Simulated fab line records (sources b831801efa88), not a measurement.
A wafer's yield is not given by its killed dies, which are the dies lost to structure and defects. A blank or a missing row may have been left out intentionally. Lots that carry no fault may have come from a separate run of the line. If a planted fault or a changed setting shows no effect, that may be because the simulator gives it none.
Which tool did it? | flow sky130 | route of 708 steps, sampled at 1 step: 11 lots, 33 wafers

== WHAT EACH GAUGE READ, for each wafer ==
SKY_RES_PROTECT_TW_MEAS_08.
lot  | measured     | on            | POLY_GATE_TW
L777 | day 15 21:01 | film_metro-04 | 4069 4059 4062
L781 | day 16 22:34 | film_metro-04 | 4045 4046 4058
L786 | day 18 18:05 | film_metro-02 | 4001 4013 4006
L788 | day 19 09:36 | film_metro-03 | 3976 4006 4002
L789 | day 19 15:52 | film_metro-04 | 4107 4074 4094
L790 | day 20 02:26 | film_metro-04 | 4118 4142 4153
L792 | day 20 17:14 | film_metro-02 | 4017 4008 4019
L793 | day 21 06:25 | film_metro-04 | 4138 4122 4100
L797 | day 22 06:40 | film_metro-04 | 4116 4132 4142
L798 | day 22 21:41 | film_metro-03 | 4003 4000 3997
L800 | day 23 11:06 | film_metro-03 | 3975 3978 4008

== WHICH TOOL RAN EACH LOT (tool, then ch and the chambers of the sampled wafers, then the start) ==
No process step before these readings appears in the record.

== WHAT THE TOOLS THEMSELVES READ (means of the sampled wafers that have a number; where no wafer has one, the mark that the record gives instead) ==
The record holds no such reading with a usual standard deviation.

== THE ANSWER, worked out from the rows above alone ==
Rule: the usual values come from the lots themselves. The widest of any qualifying gaps counts: lots, ordered by their means at a reading, are off when they make up no more than a third of the lots, leave a main group of 4 or more, and stand apart from it by 3 or more times the standard deviation of that group's means. Not used: any main group whose means are identical at the precision the tables above print for the reading. A lot without any number at a reading at which 4 lots or more have one is off too. The other lots that the step has rows for count as sound. After the gauges, taken in route order, come the tools' own readings; for these a lot's mean is taken, as printed above. At the first step where some lot is off, the reading lying furthest off is the one used; lots without a number count as furthest.
No lot is off at any reading shown: from this, nothing can be told.

== WHAT THE SIMULATOR PUT IN ==
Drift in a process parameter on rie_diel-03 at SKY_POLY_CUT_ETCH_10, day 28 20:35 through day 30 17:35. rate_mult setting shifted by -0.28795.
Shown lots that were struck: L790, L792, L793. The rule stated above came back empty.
